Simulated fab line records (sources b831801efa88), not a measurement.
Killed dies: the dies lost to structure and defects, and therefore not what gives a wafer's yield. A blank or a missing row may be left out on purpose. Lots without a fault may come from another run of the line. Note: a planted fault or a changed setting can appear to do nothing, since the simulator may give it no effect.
Which tool was responsible? || flow sky130 || 11 lots with 33 wafers sampled at 5 steps, on a route of 708 steps

## WHAT THE GAUGES READ, wafer by wafer
SKY_POLY_GATE_THK_MEAS_21. Usual: POLY_GATE_OXIDATION_THK typically reads 3.99 nm, with standard deviation 0.07.
{"lot": "L408", "measured": "day 16 13:17", "on": "filmMetro-03", "POLY_GATE_OXIDATION_THK (nm)": "4.03 3.91 4.00", "flag": ""}
{"lot": "L409", "measured": "day 17 02:14", "on": "filmMetro-02", "POLY_GATE_OXIDATION_THK (nm)": "4.09 4.11 4.05", "flag": ""}
{"lot": "L410", "measured": "day 17 10:04", "on": "filmMetro-03", "POLY_GATE_OXIDATION_THK (nm)": "3.99 3.99 3.82", "flag": ""}
{"lot": "L411", "measured": "day 17 21:52", "on": "filmMetro-03", "POLY_GATE_OXIDATION_THK (nm)": "4.05 4.01 4.00", "flag": ""}
{"lot": "L414", "measured": "day 19 00:59", "on": "filmMetro-01", "POLY_GATE_OXIDATION_THK (nm)": "4.04 3.96 4.04", "flag": ""}
{"lot": "L418", "measured": "day 20 10:37", "on": "filmMetro-03", "POLY_GATE_OXIDATION_THK (nm)": "3.97 3.98 3.99", "flag": ""}
{"lot": "L424", "measured": "day 22 16:29", "on": "filmMetro-02", "POLY_GATE_OXIDATION_THK (nm)": "2.07 2.14 2.10 2.14 2.09 2.06", "flag": "OFF"}
{"lot": "L425", "measured": "day 22 20:20", "on": "filmMetro-02", "POLY_GATE_OXIDATION_THK (nm)": "2.09 2.21 2.05 2.11 2.17 2.08", "flag": "OFF"}
{"lot": "L429", "measured": "day 24 04:44", "on": "filmMetro-01", "POLY_GATE_OXIDATION_THK (nm)": "3.95 3.99 4.02", "flag": ""}
{"lot": "L428", "measured": "day 24 08:11", "on": "filmMetro-02", "POLY_GATE_OXIDATION_THK (nm)": "3.97 3.93 4.01", "flag": ""}
{"lot": "L430", "measured": "day 24 20:05", "on": "filmMetro-01", "POLY_GATE_OXIDATION_THK (nm)": "3.91 3.97 3.97", "flag": ""}

SKY_METAL1_CD_MEAS_15 targets a cd of 140 nm. Usual: cdNm 140.4 nm, standard deviation 1.3.
{"lot": "L408", "measured": "day 32 18:23", "on": "cdSem-01", "cdNm (nm)": "141.7 142.1 141.1", "flag": ""}
{"lot": "L409", "measured": "day 33 08:14", "on": "cdSem-01", "cdNm (nm)": "144.1 143.0 142.2", "flag": ""}
{"lot": "L410", "measured": "day 33 14:38", "on": "cdSem-01", "cdNm (nm)": "140.5 141.0 140.2", "flag": ""}
{"lot": "L411", "measured": "day 33 23:47", "on": "cdSem-01", "cdNm (nm)": "140.2 140.6 139.1", "flag": ""}
{"lot": "L414", "measured": "day 35 01:23", "on": "cdSem-02", "cdNm (nm)": "138.8 138.4 137.8", "flag": ""}
{"lot": "L418", "measured": "day 36 06:41", "on": "cdSem-02", "cdNm (nm)": "141.6 141.1 139.1", "flag": ""}
{"lot": "L424", "measured": "day 38 02:59", "on": "cdSem-02", "cdNm (nm)": "139.0 137.5 139.3", "flag": ""}
{"lot": "L425", "measured": "day 38 04:56", "on": "cdSem-02", "cdNm (nm)": "140.3 139.4 140.3", "flag": ""}
{"lot": "L429", "measured": "day 39 05:26", "on": "cdSem-01", "cdNm (nm)": "139.9 141.0 141.1", "flag": ""}
{"lot": "L428", "measured": "day 39 12:02", "on": "cdSem-02", "cdNm (nm)": "137.7 137.9 138.5", "flag": ""}
{"lot": "L430", "measured": "day 39 21:17", "on": "cdSem-01", "cdNm (nm)": "140.6 140.7 141.7", "flag": ""}

## WHICH TOOL RAN EACH LOT (tool, then ch and the chambers of the sampled wafers, then the start)
{"lot": "L408", "SKY_POLY_GATE_OXIDATION_20": "furnace-01 ch 0, day 16 12:02", "SKY_LOCAL_INTERCONNECT_STRIP_15": "plasmaAsher-04 ch 0,1, day 30 09:08", "SKY_METAL1_SPUTTER_00": "pvdSputter-04, day 31 15:22"}
{"lot": "L409", "SKY_POLY_GATE_OXIDATION_20": "furnace-01 ch 0, day 17 00:58", "SKY_LOCAL_INTERCONNECT_STRIP_15": "plasmaAsher-04 ch 0,1, day 30 22:17", "SKY_METAL1_SPUTTER_00": "pvdSputter-03, day 32 05:02"}
{"lot": "L410", "SKY_POLY_GATE_OXIDATION_20": "furnace-02 ch 0, day 17 08:49", "SKY_LOCAL_INTERCONNECT_STRIP_15": "plasmaAsher-02 ch 0,1, day 31 05:51", "SKY_METAL1_SPUTTER_00": "pvdSputter-01, day 32 11:58"}
{"lot": "L411", "SKY_POLY_GATE_OXIDATION_20": "furnace-02 ch 0, day 17 20:37", "SKY_LOCAL_INTERCONNECT_STRIP_15": "plasmaAsher-04 ch 0,1, day 31 16:03", "SKY_METAL1_SPUTTER_00": "pvdSputter-03, day 32 21:40"}
{"lot": "L414", "SKY_POLY_GATE_OXIDATION_20": "furnace-01 ch 0, day 18 23:44", "SKY_LOCAL_INTERCONNECT_STRIP_15": "plasmaAsher-01 ch 0,1, day 32 17:05", "SKY_METAL1_SPUTTER_00": "pvdSputter-04, day 33 22:17"}
{"lot": "L418", "SKY_POLY_GATE_OXIDATION_20": "furnace-01 ch 0, day 20 09:22", "SKY_LOCAL_INTERCONNECT_STRIP_15": "plasmaAsher-04 ch 0,1, day 33 22:15", "SKY_METAL1_SPUTTER_00": "pvdSputter-01, day 35 04:01"}
{"lot": "L424", "SKY_POLY_GATE_OXIDATION_20": "furnace-02 ch 0, day 22 15:14", "SKY_LOCAL_INTERCONNECT_STRIP_15": "plasmaAsher-01 ch 0,1, day 35 22:35", "SKY_METAL1_SPUTTER_00": "pvdSputter-01, day 37 02:48"}
{"lot": "L425", "SKY_POLY_GATE_OXIDATION_20": "furnace-02 ch 0, day 22 19:05", "SKY_LOCAL_INTERCONNECT_STRIP_15": "plasmaAsher-04 ch 0,1, day 35 22:50", "SKY_METAL1_SPUTTER_00": "pvdSputter-01, day 37 03:56"}
{"lot": "L429", "SKY_POLY_GATE_OXIDATION_20": "furnace-01 ch 0, day 24 03:29", "SKY_LOCAL_INTERCONNECT_STRIP_15": "plasmaAsher-02 ch 0,1, day 37 02:04", "SKY_METAL1_SPUTTER_00": "pvdSputter-01, day 38 06:01"}
{"lot": "L428", "SKY_POLY_GATE_OXIDATION_20": "furnace-01 ch 0, day 24 06:56", "SKY_LOCAL_INTERCONNECT_STRIP_15": "plasmaAsher-04 ch 0,1, day 37 07:47", "SKY_METAL1_SPUTTER_00": "pvdSputter-03, day 38 11:23"}
{"lot": "L430", "SKY_POLY_GATE_OXIDATION_20": "furnace-01 ch 0, day 24 18:50", "SKY_LOCAL_INTERCONNECT_STRIP_15": "plasmaAsher-02 ch 0,1, day 37 16:49", "SKY_METAL1_SPUTTER_00": "pvdSputter-03, day 38 20:47"}
- SKY_POLY_GATE_OXIDATION_20: stabilise 600 s, purge 300 s, target thk 4 nm.
- SKY_LOCAL_INTERCONNECT_STRIP_15: strips in O2/N2.
- SKY_METAL1_SPUTTER_00: material Ti, target thk 15 nm, time 10 s.

## WHAT THE TOOLS THEMSELVES READ (means of the sampled wafers that have a number; where no wafer has one, the mark that the record gives instead)
SKY_POLY_GATE_OXIDATION_20. Usual: spikeTcBottomC 866.4 C, standard deviation 2.6; spikeTcCentreC 850.3 C, standard deviation 1; spikeTcLowerC 850.9 C, standard deviation 0.99; spikeTcTopC 860.4 C, standard deviation 2.4; spikeTcUpperC 848.8 C, standard deviation 1.2; tubeCenterTempC 850 C, standard deviation 0.075; tube_center_temp_C_max 852.1, standard deviation 0.35; zonePowerBottomPct 24.8 %, standard deviation 0.42; zonePowerTopPct 30.6 %, standard deviation 0.66; zonePowerUpperPct 13.6 %, standard deviation 0.78.
{"lot": "L408", "tool": "furnace-01", "spikeTcBottomC (C)": 865.5, "spikeTcCentreC (C)": 849.8, "spikeTcLowerC (C)": 851.6, "spikeTcTopC (C)": 861.9, "spikeTcUpperC (C)": 848.5, "tubeCenterTempC (C)": 850, "tube_center_temp_C_max": 851.8, "zonePowerBottomPct (%)": 24.3, "zonePowerTopPct (%)": 30.0, "zonePowerUpperPct (%)": 13.1, "flag": ""}
{"lot": "L409", "tool": "furnace-01", "spikeTcBottomC (C)": 864.4, "spikeTcCentreC (C)": 851.5, "spikeTcLowerC (C)": 851.3, "spikeTcTopC (C)": 862.1, "spikeTcUpperC (C)": 849.5, "tubeCenterTempC (C)": 850, "tube_center_temp_C_max": 852.0, "zonePowerBottomPct (%)": 24.5, "zonePowerTopPct (%)": 30.5, "zonePowerUpperPct (%)": 13.1, "flag": ""}
{"lot": "L410", "tool": "furnace-02", "spikeTcBottomC (C)": 870.0, "spikeTcCentreC (C)": 850.7, "spikeTcLowerC (C)": 850.2, "spikeTcTopC (C)": 857.0, "spikeTcUpperC (C)": 848.0, "tubeCenterTempC (C)": 850, "tube_center_temp_C_max": 852.1, "zonePowerBottomPct (%)": 25.3, "zonePowerTopPct (%)": 31.5, "zonePowerUpperPct (%)": 15.0, "flag": ""}
{"lot": "L411", "tool": "furnace-02", "spikeTcBottomC (C)": 869.7, "spikeTcCentreC (C)": 849.7, "spikeTcLowerC (C)": 850.5, "spikeTcTopC (C)": 857.3, "spikeTcUpperC (C)": 848.2, "tubeCenterTempC (C)": 850, "tube_center_temp_C_max": 852.2, "zonePowerBottomPct (%)": 25.4, "zonePowerTopPct (%)": 31.6, "zonePowerUpperPct (%)": 14.9, "flag": ""}
{"lot": "L414", "tool": "furnace-01", "spikeTcBottomC (C)": 865.1, "spikeTcCentreC (C)": 851.0, "spikeTcLowerC (C)": 850.9, "spikeTcTopC (C)": 861.1, "spikeTcUpperC (C)": 850.3, "tubeCenterTempC (C)": 850, "tube_center_temp_C_max": 852.0, "zonePowerBottomPct (%)": 24.7, "zonePowerTopPct (%)": 30.3, "zonePowerUpperPct (%)": 13.1, "flag": ""}
{"lot": "L418", "tool": "furnace-01", "spikeTcBottomC (C)": 864.9, "spikeTcCentreC (C)": 850.9, "spikeTcLowerC (C)": 851.4, "spikeTcTopC (C)": 862.2, "spikeTcUpperC (C)": 849.8, "tubeCenterTempC (C)": 850, "tube_center_temp_C_max": 852.1, "zonePowerBottomPct (%)": 24.4, "zonePowerTopPct (%)": 30.1, "zonePowerUpperPct (%)": 13.1, "flag": ""}
{"lot": "L424", "tool": "furnace-02", "spikeTcBottomC (C)": 824.5, "spikeTcCentreC (C)": 804.8, "spikeTcLowerC (C)": 805.0, "spikeTcTopC (C)": 812.1, "spikeTcUpperC (C)": 802.7, "tubeCenterTempC (C)": 805, "tube_center_temp_C_max": 806.5, "zonePowerBottomPct (%)": 22.5, "zonePowerTopPct (%)": 28.7, "zonePowerUpperPct (%)": 13.2, "flag": "OFF"}
{"lot": "L425", "tool": "furnace-02", "spikeTcBottomC (C)": 825.4, "spikeTcCentreC (C)": 805.3, "spikeTcLowerC (C)": 804.1, "spikeTcTopC (C)": 812.3, "spikeTcUpperC (C)": 802.0, "tubeCenterTempC (C)": 804, "tube_center_temp_C_max": 806.4, "zonePowerBottomPct (%)": 22.3, "zonePowerTopPct (%)": 29.1, "zonePowerUpperPct (%)": 13.2, "flag": "OFF"}
{"lot": "L429", "tool": "furnace-01", "spikeTcBottomC (C)": 864.9, "spikeTcCentreC (C)": 850.3, "spikeTcLowerC (C)": 850.8, "spikeTcTopC (C)": 861.9, "spikeTcUpperC (C)": 848.5, "tubeCenterTempC (C)": 850, "tube_center_temp_C_max": 852.5, "zonePowerBottomPct (%)": 24.5, "zonePowerTopPct (%)": 30.0, "zonePowerUpperPct (%)": 12.9, "flag": ""}
{"lot": "L428", "tool": "furnace-01", "spikeTcBottomC (C)": 864.0, "spikeTcCentreC (C)": 850.7, "spikeTcLowerC (C)": 851.0, "spikeTcTopC (C)": 861.9, "spikeTcUpperC (C)": 849.2, "tubeCenterTempC (C)": 850, "tube_center_temp_C_max": 852.0, "zonePowerBottomPct (%)": 24.8, "zonePowerTopPct (%)": 30.2, "zonePowerUpperPct (%)": 13.3, "flag": ""}
{"lot": "L430", "tool": "furnace-01", "spikeTcBottomC (C)": 865.4, "spikeTcCentreC (C)": 851.2, "spikeTcLowerC (C)": 850.7, "spikeTcTopC (C)": 861.4, "spikeTcUpperC (C)": 848.9, "tubeCenterTempC (C)": 850, "tube_center_temp_C_max": 852.9, "zonePowerBottomPct (%)": 24.6, "zonePowerTopPct (%)": 30.3, "zonePowerUpperPct (%)": 13.2, "flag": ""}

SKY_LOCAL_INTERCONNECT_STRIP_15. Usual: drypumpMotorCurrentA 5.5 A, standard deviation 0.32; oesProductAu 0.426 a.u., standard deviation 0.0043; stripTimeToEndpointS 4.721 s, standard deviation 0.02.
{"lot": "L408", "tool": "plasmaAsher-04", "drypumpMotorCurrentA (A)": 5.3, "oesProductAu (a.u.)": 0.430, "stripTimeToEndpointS (s)": 4.731, "flag": ""}
{"lot": "L409", "tool": "plasmaAsher-04", "drypumpMotorCurrentA (A)": 5.2, "oesProductAu (a.u.)": 0.428, "stripTimeToEndpointS (s)": 4.730, "flag": ""}
{"lot": "L410", "tool": "plasmaAsher-02", "drypumpMotorCurrentA (A)": 5.6, "oesProductAu (a.u.)": 0.425, "stripTimeToEndpointS (s)": 4.712, "flag": ""}
{"lot": "L411", "tool": "plasmaAsher-04", "drypumpMotorCurrentA (A)": 5.2, "oesProductAu (a.u.)": 0.427, "stripTimeToEndpointS (s)": 4.680, "flag": ""}
{"lot": "L414", "tool": "plasmaAsher-01", "drypumpMotorCurrentA (A)": 5.6, "oesProductAu (a.u.)": 0.421, "stripTimeToEndpointS (s)": 4.732, "flag": ""}
{"lot": "L418", "tool": "plasmaAsher-04", "drypumpMotorCurrentA (A)": 5.3, "oesProductAu (a.u.)": 0.428, "stripTimeToEndpointS (s)": 4.742, "flag": ""}
{"lot": "L424", "tool": "plasmaAsher-01", "drypumpMotorCurrentA (A)": 5.6, "oesProductAu (a.u.)": 0.426, "stripTimeToEndpointS (s)": 4.739, "flag": ""}
{"lot": "L425", "tool": "plasmaAsher-04", "drypumpMotorCurrentA (A)": 5.2, "oesProductAu (a.u.)": 0.426, "stripTimeToEndpointS (s)": 4.711, "flag": ""}
{"lot": "L429", "tool": "plasmaAsher-02", "drypumpMotorCurrentA (A)": 5.6, "oesProductAu (a.u.)": 0.426, "stripTimeToEndpointS (s)": 4.696, "flag": ""}
{"lot": "L428", "tool": "plasmaAsher-04", "drypumpMotorCurrentA (A)": 5.1, "oesProductAu (a.u.)": 0.426, "stripTimeToEndpointS (s)": 4.718, "flag": ""}
{"lot": "L430", "tool": "plasmaAsher-02", "drypumpMotorCurrentA (A)": 5.7, "oesProductAu (a.u.)": 0.426, "stripTimeToEndpointS (s)": 4.715, "flag": ""}

SKY_METAL1_SPUTTER_00. Usual: throttleValvePct 30.3 %, standard deviation 1.
{"lot": "L408", "tool": "pvdSputter-04", "throttleValvePct (%)": 30.7, "flag": ""}
{"lot": "L409", "tool": "pvdSputter-03", "throttleValvePct (%)": 30.7, "flag": ""}
{"lot": "L410", "tool": "pvdSputter-01", "throttleValvePct (%)": 29.7, "flag": ""}
{"lot": "L411", "tool": "pvdSputter-03", "throttleValvePct (%)": 31.3, "flag": ""}
{"lot": "L414", "tool": "pvdSputter-04", "throttleValvePct (%)": 30.0, "flag": ""}
{"lot": "L418", "tool": "pvdSputter-01", "throttleValvePct (%)": 30.7, "flag": ""}
{"lot": "L424", "tool": "pvdSputter-01", "throttleValvePct (%)": 30.1, "flag": ""}
{"lot": "L425", "tool": "pvdSputter-01", "throttleValvePct (%)": 30.2, "flag": ""}
{"lot": "L429", "tool": "pvdSputter-01", "throttleValvePct (%)": 30.6, "flag": ""}
{"lot": "L428", "tool": "pvdSputter-03", "throttleValvePct (%)": 30.1, "flag": ""}
{"lot": "L430", "tool": "pvdSputter-03", "throttleValvePct (%)": 29.6, "flag": ""}

## THE ANSWER, worked out from the rows above alone
Rule: a lot counts as off when the mean over its wafers that have a number is more than 3 standard deviations away from the usual mean. Also off: a lot with no number at a reading for which 4 or more lots have one. All remaining lots with rows at the step are treated as sound. First the gauges in route order, then the tools' own readings, where a lot's mean is used as printed above. The first step at which some lot is off is used, and at that step the reading that is off furthest; a lot without a number counts as furthest.
Off: at SKY_POLY_GATE_THK_MEAS_21 (POLY_GATE_OXIDATION_THK), L424, L425.
A tool fits if, at a process step before that reading, it ran every lot that is off, and no sound lot after the first of them. Not tried: the gauges at SKY_POLY_GATE_THK_MEAS_21; whatever is off there is also off at SKY_POLY_GATE_OXIDATION_20, on other tools, and gauge error can't account for it. One candidate fits, namely furnace-02 at SKY_POLY_GATE_OXIDATION_20. A fault onset in the window from L411 (day 17 20:37, its last sound lot) to L424 (day 22 15:14, its first lot off) fits.
The tool's own readings at SKY_POLY_GATE_OXIDATION_20 bear it out: on the lots that are off they differ by more than 5 times the standard deviation of the sound lots' means. spikeTcBottomC reads 825.0 C there against 866.0 C on the sound lots; spikeTcCentreC reads 805.0 C there against 850.6 C on the sound lots; spikeTcLowerC reads 804.5 C there against 850.9 C on the sound lots; spikeTcTopC reads 812.2 C there against 860.8 C on the sound lots; spikeTcUpperC reads 802.4 C there against 849.0 C on the sound lots; tubeCenterTempC reads 804 C there against 850 C on the sound lots; tube_center_temp_C_max reads 806.5 there against 852.2 on the sound lots; zonePowerBottomPct reads 22.4 % there against 24.7 % on the sound lots.

## WHAT HAD BEEN PUT IN BY THE SIMULATOR
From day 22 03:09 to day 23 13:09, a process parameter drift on furnace-02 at SKY_POLY_GATE_OXIDATION_20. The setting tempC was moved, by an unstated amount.
Struck lots among those shown: L424, L425. This agrees with what the rule above found.
